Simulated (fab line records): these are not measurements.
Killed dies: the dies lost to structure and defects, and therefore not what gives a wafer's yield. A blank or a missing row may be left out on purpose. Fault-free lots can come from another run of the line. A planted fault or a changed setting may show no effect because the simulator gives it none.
Matching of chambers -- flow sky130 -- 3 sister chambers for SKY_VIA4_HDPCVD_00 on hdpcvd-01
The step deposits SiO2, target thk 1750 nm, time 291.7 s. 3 wafers are shown with their chamber, then 7 later ones without.

== WAFERS, EACH WITH ITS CHAMBER ==
wafer,chamber,runLengthS (s)
L976.3,1,318.7
L976.4,0,320.1
L976.5,2,320.2

== WAFERS MISSING THEIR CHAMBER ==
wafer,runLengthS (s)
L978.1,319.5
L992.1,320.2
L992.3,319.0
L992.5,318.7
L993.1,320.3
L993.2,318.7
L993.6,320.2

== WHICH CHAMBER EACH ONE RAN IN ==
wafer,from the rows above,in truth
L978.1,can't be placed: 0 or 2 or 1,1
L992.1,can't be placed: 2 or 0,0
L992.3,1,1
L992.5,1,1
L993.1,can't be placed: 2 or 0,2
L993.2,1,1
L993.6,can't be placed: 2 or 0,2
Correct placement for 3 of the 7. Not placeable from these rows: 4 (in 4, the candidates include the true chamber). Placed wrongly: 0.
How it was worked out, from the rows above alone: a wafer's distance from a chamber is the root of the sum, over the readings, of the square of ((its reading less the chamber's mean) divided by the reading's scatter). If the next closest chamber is less than 2 further off than the closest, the wafer can't be placed; otherwise it belongs to the closest. The mean given for a chamber averages the wafers shown for that chamber. The scatter (one wafer shown for each chamber): square how far every hidden wafer sits from the nearest shown wafer, average those squares and take the square root.
